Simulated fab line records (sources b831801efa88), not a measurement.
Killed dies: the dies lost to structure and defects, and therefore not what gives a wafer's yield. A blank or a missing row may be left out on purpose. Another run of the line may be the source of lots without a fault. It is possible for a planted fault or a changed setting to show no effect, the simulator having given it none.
Chamber matching -- flow sfq line -- cmp-01 running SFQ_TRILAYER_I0_CMP_CMP_028: 4 sister chambers
The step polishes SiO2. 14 wafers are shown with their chamber, then 7 later ones without.

## EACH WAFER AND ITS CHAMBER
wafer,chamber,motor current A (A),head pressure psi (psi),time to endpoint s (s)
L741.3,0,9.7,3.007,218
L741.2,3,10.5,2.998,201
L741.6,1,11.7,3.011,222
L746.4,3,10.1,3.001,206
L746.1,2,8.7,2.996,194
L746.2,1,12.2,3.004,196
L748.1,3,10.0,3.002,199
L748.3,0,9.9,3.008,212
L748.5,3,10.2,2.989,212
L752.1,3,10.2,2.996,207
L752.2,0,10.2,2.999,216
L752.5,0,10.3,3.003,215
L753.3,1,11.0,3.002,208
L753.4,2,9.3,3.010,217

SIGNATURES, as means of the wafers listed above
reading,chamber 0,chamber 1,chamber 2,chamber 3,scatter within a chamber
motor current A,10.025,11.633,9.000,10.200,0.357
head pressure psi,3.00425,3.00567,3.00300,2.99720,0.00548
time to endpoint s,215.25,208.67,205.50,205.00,8.53
Rule: distance of a wafer from a chamber = root of the sum over the readings of ((wafer's reading minus chamber's mean) / reading's scatter) squared. The wafer belongs to the nearest chamber; if the next one is less than 2 further off, it can't be placed. The scatter: take each reading less its chamber's mean, square it, sum over the shown wafers, divide by the number of wafers less the number of chambers, and take the root.

## WAFERS MISSING THEIR CHAMBER
wafer,motor current A (A),head pressure psi (psi),time to endpoint s (s)
L753.2,10.5,2.984,212
L757.3,10.7,2.988,217
L757.4,9.3,3.018,218
L757.6,9.6,2.993,230
L761.1,10.0,3.003,203
L761.3,9.0,3.013,218
L761.6,9.1,3.013,215

## THE CHAMBER EACH PASSED THROUGH
wafer,from the rows above,in truth
L753.2,can't be placed: 3 or 0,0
L757.3,can't be placed: 3 or 0 or 1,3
L757.4,can't be placed: 2 or 0 or 3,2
L757.6,can't be placed: 0 or 3 or 2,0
L761.1,can't be placed: 3 or 0 or 2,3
L761.3,can't be placed: 2 or 0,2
L761.6,can't be placed: 2 or 0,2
0 of 7 placed correctly. Unplaceable from these rows: 7, with the true chamber sitting among the candidates in 7. Number placed wrongly: 0.
